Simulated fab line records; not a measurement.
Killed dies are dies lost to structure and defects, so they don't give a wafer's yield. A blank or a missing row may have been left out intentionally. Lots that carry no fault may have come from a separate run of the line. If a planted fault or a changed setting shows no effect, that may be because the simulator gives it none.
8D (eight disciplines) problem report, filled in by code	flow sky130	the parts of the form that need people (team, actions taken, sign-off) are left out

== 1. THE ISSUE ==
VT_ADJUST_LVTN_2_TW at SKY_VT_ADJUST_LVTN_TW_MEAS_21 reads a mean of 29.5 on 3 wafers of 2 lots; wafers without a fault read 184.9 with a standard deviation of 0.85. So: -99 or more standard deviations from the usual mean.
First seen on wafer L295.2, day 10 19:27, on filmMetro-01. Wafers with a number at this step in the record: 42, from 14 lots. The rule behind "out" and "out of limits": a value lying over 4 standard deviations away from the usual mean. The other wafers with a number count as sound.

== 2. WHAT IT IS; WHAT IT IS NOT ==
question	is	is not
which readings at this step	VT_ADJUST_LVTN_2_TW	-
which lots	L295, L296	L284, L285, L287, L288, L289, L300, L301, L302, L303, L304, L305, L306
which wafers of those lots	L295.2, L295.5, L296.2	L295.6, L296.3, L296.6
read on which gauges	filmMetro-01	filmMetro-03
when	from day 10 19:27	up to then (16 sound wafers); but 23 sound wafers of L296, L300, L301, L302, L303, L304, L305, L306 came after

== 3. SUSPECTS, AND WHAT RULES EACH OUT ==
Counting: a tool at a process step up to the reading stays a suspect if it ran every lot that is out. Sound lots after the first of them don't rule it out here, since some wafers of a struck lot are sound.
- the gauge at SKY_VT_ADJUST_LVTN_TW_MEAS_21: kept. All the wafers that are out were read on filmMetro-01, and no step on other tools shows them out.
- lithoTrack-04 at SKY_VT_ADJUST_LVTN_DEVELOP_17 (develop time 60 s): kept. It processed each lot that is out (first: L295, day 10 19:02); up to then, its last sound lot is L289 (day 9 06:14).
Left after counting: lithoTrack-04 at SKY_VT_ADJUST_LVTN_DEVELOP_17, filmMetro-01 at SKY_VT_ADJUST_LVTN_TW_MEAS_21.

== 4. THE CAUSE (what the simulator had put in) ==
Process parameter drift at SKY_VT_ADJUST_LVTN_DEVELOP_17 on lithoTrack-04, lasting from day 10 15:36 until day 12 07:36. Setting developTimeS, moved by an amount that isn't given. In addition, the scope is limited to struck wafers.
2 suspects survive the count, and this tool is in that group.

== 5. THE CHAIN OF EFFECTS, in route order ==
Each row: a reading where the mean over the struck wafers with a number is more than 3 standard deviations away from the usual. Readings are gone through only where the record gives a usual standard deviation; hours: the median, over the lots, of the time from a lot's start at the first step in this table giving one to that lot's start at this step; sigmas: the change measured in usual standard deviations.
hours	step	reading	usual	on struck wafers	change	sigmas
0	SKY_VT_ADJUST_LVTN_TW_MEAS_21	VT_ADJUST_LVTN_2_TW	184.9	29.5	-155.4	-99 or more
Readings that are blank on the struck wafers while sound wafers have them: VT_ADJUST_LVTN_01_OVL at SKY_VT_ADJUST_LVTN_OVL_MEAS_18.

== 6. HOW IT WOULD HAVE BEEN CAUGHT EARLIER ==
The first out-of-limits reading at a measuring or inspecting step in this record came at day 10 19:27, 4 hours after the fault's start at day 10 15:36.
Between SKY_VT_ADJUST_LVTN_DEVELOP_17 and SKY_VT_ADJUST_LVTN_TW_MEAS_21, SKY_VT_ADJUST_LVTN_OVL_MEAS_18 gave no VT_ADJUST_LVTN_01_OVL on the struck wafers, where sound wafers have one: a measuring or inspecting step that comes back empty is itself a sign.
Tool readings at SKY_VT_ADJUST_LVTN_DEVELOP_17 with a usual standard deviation given in the record: none out on any struck wafer, hence no alarm at a limit of 4 standard deviations on them.
Lots out: 2; of these, L296 started SKY_VT_ADJUST_LVTN_DEVELOP_17 on lithoTrack-04 after day 10 19:27. A hold on the tool at that time would have spared it.
